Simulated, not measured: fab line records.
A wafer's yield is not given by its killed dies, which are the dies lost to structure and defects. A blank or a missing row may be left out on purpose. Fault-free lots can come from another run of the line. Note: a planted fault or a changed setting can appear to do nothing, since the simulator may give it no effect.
Matching of chambers	flow sky130	rie-diel-02 running SKY_SONOS_ONO_ETCH_15: 4 sister chambers
The step etches the open film in CHF3/O2, target depth 19.52 nm, time 7.8 s. 8 wafers are shown with their chamber, then 7 later ones without.

WAFERS, EACH WITH ITS CHAMBER
wafer	chamber	oes-product-au (a.u.)	throttle-valve-pct (%)
L588.5	1	1.014	8.841
L596.1	0	1.001	8.828
L596.5	1	1.007	8.834
L599.3	3	0.999	8.821
L599.4	2	1.008	8.827
L599.5	0	0.987	8.826
L600.2	3	1.009	8.838
L600.3	2	1.023	8.833

WAFERS WHOSE CHAMBER IS MISSING
wafer	oes-product-au (a.u.)	throttle-valve-pct (%)
L600.5	1.033	8.820
L605.1	0.993	8.828
L605.2	1.010	8.829
L605.5	1.005	8.833
L606.1	0.996	8.817
L606.2	1.019	8.813
L606.4	0.999	8.811

THE CHAMBER EACH PASSED THROUGH
wafer	from the rows above	in truth
L600.5	can't be placed: 2 or 1 or 3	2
L605.1	can't be placed: 0 or 3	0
L605.2	can't be placed: 2 or 3 or 1 or 0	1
L605.5	can't be placed: 3 or 1 or 2 or 0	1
L606.1	can't be placed: 0 or 3 or 2 or 1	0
L606.2	can't be placed: 2 or 3 or 0 or 1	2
L606.4	can't be placed: 0 or 3 or 2 or 1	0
Correct placement for 0 of the 7. These rows do not allow placing 7 (true chamber among the candidates in 7). Placed wrongly: 0.
How it was worked out, from the rows above alone: a wafer's distance from a chamber is the root of the sum, over the readings, of the square of ((its reading less the chamber's mean) divided by the reading's scatter). The wafer belongs to the nearest chamber; if the next one is less than 2 further off, it can't be placed. The mean given for a chamber averages the wafers shown for that chamber. The scatter is the square root of a quotient: the sum, over the shown wafers, of each reading's squared deviation from its chamber's mean, divided by wafers minus chambers.
